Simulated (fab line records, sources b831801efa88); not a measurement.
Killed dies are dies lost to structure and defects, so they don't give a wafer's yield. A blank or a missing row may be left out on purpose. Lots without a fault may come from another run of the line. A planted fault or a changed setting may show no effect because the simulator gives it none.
Which tool did it? | flow sky130 | 11 lots, 33 wafers sampled, at 3 steps of a route of 708

WHAT THE GAUGES READ, wafer by wafer
SKY_VT_ADJUST_HVTP_TW_MEAS_11.
lot  | measured     | on            | VT_ADJUST_HVTP_TW
L261 | day 6 18:35  | film_metro-03 | 1667 1668 1674
L262 | day 6 20:19  | film_metro-02 | 1353 1348 1364
L265 | day 7 16:40  | film_metro-04 | 1680 1686 1680
L274 | day 10 02:25 | film_metro-04 | 1343 1345 1345
L275 | day 10 11:22 | film_metro-02 | 1365 1363 1365
L276 | day 10 14:15 | film_metro-04 | 1347 1347 1351
L277 | day 10 23:40 | film_metro-02 | 1354 1369 1360
L279 | day 11 14:44 | film_metro-02 | 1355 1354 1352
L280 | day 11 20:20 | film_metro-03 | 1340 1333 1334
L281 | day 12 02:22 | film_metro-02 | 1369 1367 1372
L282 | day 12 03:57 | film_metro-04 | 1341 1353 1354

WHICH TOOL RAN EACH LOT (tool, then ch and the chambers of the sampled wafers, then the start)
lot  | SKY_NWELL_STRIP_25                   | SKY_VT_ADJUST_HVTP_IMPLANT_09
L261 | plasma_asher-02 ch 0,1, day 5 22:41  | implanter-02 ch 0, day 6 17:59
L262 | plasma_asher-02 ch 0,1, day 6 01:20  | implanter-01 ch 0, day 6 20:04
L265 | plasma_asher-01 ch 0,1, day 6 20:06  | implanter-03 ch 0, day 7 16:07
L274 | plasma_asher-02 ch 0,1, day 9 03:50  | implanter-03 ch 0, day 10 02:10
L275 | plasma_asher-02 ch 0,1, day 9 12:32  | implanter-01 ch 0, day 10 11:08
L276 | plasma_asher-02 ch 0, day 9 15:31    | implanter-01 ch 0, day 10 14:01
L277 | plasma_asher-01 ch 0,1, day 10 00:05 | implanter-03 ch 0, day 10 23:28
L279 | plasma_asher-01 ch 0,1, day 10 14:35 | implanter-03 ch 0, day 11 14:31
L280 | plasma_asher-01 ch 0,1, day 10 19:29 | implanter-02 ch 0, day 11 20:07
L281 | plasma_asher-03 ch 0,1, day 11 01:20 | implanter-02 ch 0, day 12 02:08
L282 | plasma_asher-01 ch 0,1, day 11 03:04 | implanter-02 ch 0, day 12 03:43
- SKY_NWELL_STRIP_25: strips in O2/N2.
- SKY_VT_ADJUST_HVTP_IMPLANT_09

THE ANSWER, worked out from the rows above alone
Rule: what is usual is taken from the lots themselves. Put in order of their means at a reading, lots are off if they are a third of the lots or fewer, leave a main group of 4 or more, and stand apart from it by a gap of 3 or more times the standard deviation of the main group's means; of several such gaps the widest counts. A main group whose means are all the same, to the digits that the tables above print for the reading, isn't used. A lot without any number at a reading at which 4 lots or more have one is off too. The other lots that the step has rows for count as sound.
Off: L261, L265, at SKY_VT_ADJUST_HVTP_TW_MEAS_11 (VT_ADJUST_HVTP_TW). The main group: mean 1353, standard deviation 9.8.
A tool fits if, at a process step before that reading, it ran every lot that is off, and no sound lot after the first of them. The gauges at SKY_VT_ADJUST_HVTP_TW_MEAS_11 are tried like those tools. None of those tried fits.

WHAT THE SIMULATOR HAD PUT IN
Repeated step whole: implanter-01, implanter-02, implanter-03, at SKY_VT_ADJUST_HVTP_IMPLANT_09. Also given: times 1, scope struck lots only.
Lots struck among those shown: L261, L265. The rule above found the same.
